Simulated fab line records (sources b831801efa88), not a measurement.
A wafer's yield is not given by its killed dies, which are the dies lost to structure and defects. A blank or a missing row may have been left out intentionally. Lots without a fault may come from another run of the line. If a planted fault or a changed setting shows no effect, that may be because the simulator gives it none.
Chamber matching || flow sfq_line || SFQ_TRILAYER_A5B_CMP_CMP_130 on cmp-01 has 4 sister chambers
The step polishes, stops on Nb, target thk 340.7 nm. 4 wafers are shown with their chamber, then 7 later ones without.

## EACH WAFER AND ITS CHAMBER
{"wafer": "L672.3", "chamber": 0, "motor_current_A (A)": 8.1}
{"wafer": "L672.6", "chamber": 2, "motor_current_A (A)": 9.8}
{"wafer": "L678.4", "chamber": 1, "motor_current_A (A)": 8.8}
{"wafer": "L678.5", "chamber": 3, "motor_current_A (A)": 9.6}

## WAFERS WITHOUT THEIR CHAMBER
{"wafer": "L678.6", "motor_current_A (A)": 8.0}
{"wafer": "L681.1", "motor_current_A (A)": 8.8}
{"wafer": "L681.5", "motor_current_A (A)": 9.3}
{"wafer": "L681.6", "motor_current_A (A)": 9.7}
{"wafer": "L683.2", "motor_current_A (A)": 9.7}
{"wafer": "L683.4", "motor_current_A (A)": 8.7}
{"wafer": "L683.5", "motor_current_A (A)": 7.9}

## WHICH CHAMBER EACH WENT THROUGH
{"wafer": "L678.6", "from the rows above": 0, "in truth": 0}
{"wafer": "L681.1", "from the rows above": 1, "in truth": 1}
{"wafer": "L681.5", "from the rows above": "can't be placed: 3 or 1 or 2", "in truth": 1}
{"wafer": "L681.6", "from the rows above": "can't be placed: 3 or 2", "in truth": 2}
{"wafer": "L683.2", "from the rows above": "can't be placed: 3 or 2", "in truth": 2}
{"wafer": "L683.4", "from the rows above": 1, "in truth": 1}
{"wafer": "L683.5", "from the rows above": 0, "in truth": 0}
Correctly placed: 4 of 7. These rows do not allow placing 3 (true chamber among the candidates in 3). Number placed wrongly: 0.
How it was worked out, from the rows above alone: a wafer's distance from a chamber is the root of the sum, over the readings, of the square of ((its reading less the chamber's mean) divided by the reading's scatter). If the next closest chamber is less than 2 further off than the closest, the wafer can't be placed; otherwise it belongs to the closest. The mean given for a chamber averages the wafers shown for that chamber. The scatter: with one shown wafer a chamber, the root of the mean of the squares of how far each hidden wafer lies from its nearest shown one.
